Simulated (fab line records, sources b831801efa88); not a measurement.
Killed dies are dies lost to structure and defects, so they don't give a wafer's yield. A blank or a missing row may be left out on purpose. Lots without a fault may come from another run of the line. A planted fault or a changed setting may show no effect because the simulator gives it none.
A struck lot beside a sound one | flow sky130 | 15 steps out of a route of 708
Sound: wafers L888.1, L888.2, L888.3. Struck: wafer L901.3. (L901.1, L901.2 of the same lot were not struck and are left out.) The cause comes at the end.
At each step with rows: each side's tool, then ch and its chambers, then its first start. Under that, the readings that differ: sound wafers | struck wafers | difference of the means | sigmas: that difference in standard deviations of wafers without a fault.
alike: readings whose means differ by less than 2 such deviations, and words and numbers that are the same on both sides. not compared: withheld readings, readings that some wafer has no value for, bounds like >300 that may hide the same value, and numbers for which the record gives no deviation and whose values overlap.
The two part at a step that has a row with sigmas, a row that says differs or no value, or rows on one side only. Numbers that don't overlap but have no deviation are shown without sigmas and don't part them. A reading that every wafer of one side lacks parts them only if that side has two wafers or more.

first, 6 steps without rows for these wafers: SKY_VIA4_HMDS_05 (prime time 60 s); SKY_VIA4_COAT_06 (resist thk 1140 nm); SKY_VIA4_SOFTBAKE_07 (time 60 s); SKY_VIA4_EXPOSE_08 (exposes mask VIM4, target cd 800 nm); SKY_VIA4_PEB_09; SKY_VIA4_DEVELOP_10 (develop time 60 s).
SKY_VIA4_OVL_MEAS_11:
  sound on overlay-02, day 41 23:01; struck on overlay-01, day 46 01:05
  alike: VIA4_OVL
SKY_VIA4_ETCH_12: etches SiO2 in C4F8/O2/Ar, stops on TiN, target depth 580 nm.
  sound on rie_diel-02 ch 0,2,3, day 41 23:04; struck on rie_diel-04 ch 1, day 46 01:07
  alike: oes_product_au
SKY_VIA4_STRIP_13: strips in O2/N2.
  sound on plasma_asher-02 ch 0,1, day 41 23:08; struck on plasma_asher-04 ch 0, day 46 01:11
  alike: drypump_motor_current_A, oes_product_au, strip_time_to_endpoint_s
  not compared: rf_hours_counter_h
then, 3 steps without rows for these wafers: SKY_VIA4_STRIP_14 (strips in post etch residue remover, time 1200 s); SKY_VIA4_CLEAN_15 (cleans in IPA, time 180 s); SKY_VIA4_CLEAN_16 (cleans in O3/DIW).
SKY_VIA4_SPUTTER_17: material TiN, target thk 20 nm, time 80 s.
  sound on pvd_sputter-04, day 41 23:43; struck on pvd_sputter-02, day 46 01:47
  reading                                  | sound             | struck | difference | sigmas
  chamber_pressure_pa (Pa)                 | 4.995 4.998 4.992 | 3.672  | -1.323     | -99 or more
  throttle_valve_pct (%)                   | 30.2 27.8 30.7    | 35.9   | +6.3       | +6
  model.TiN_of_VIA4_SPUTTER_17.thk_nm (nm) | 20.17 20.01 19.95 | 26.31  | +6.27      |
SKY_VIA4_CVD_18: deposits W, target thk 505 nm, time 152.14 s.
  sound on cvd_w-01 ch 0,1, day 41 23:47; struck on cvd_w-01 ch 0, day 46 01:51
  alike: heater_power_w
-- the record jumps here: 3 days lie between the struck wafers' starts before and after (it left off in module VIA4 and takes up again in module PAD_OPEN, whose first step shown is number 708 of the route) --
SKY_PAD_OPEN_PROBE_99:
  the record has rows for the struck wafers here (prober-02, day 48 16:11) and none for the sound ones

WHERE THEY PART
First at SKY_VIA4_SPUTTER_17; last, within this record, at SKY_PAD_OPEN_PROBE_99.

WHY: what the simulator had put in
Process parameter drift: pvd_sputter-02, from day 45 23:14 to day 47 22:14, at SKY_VIA4_SPUTTER_17. Setting chamber_pressure_pa, moved by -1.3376, from 5. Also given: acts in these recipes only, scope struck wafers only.
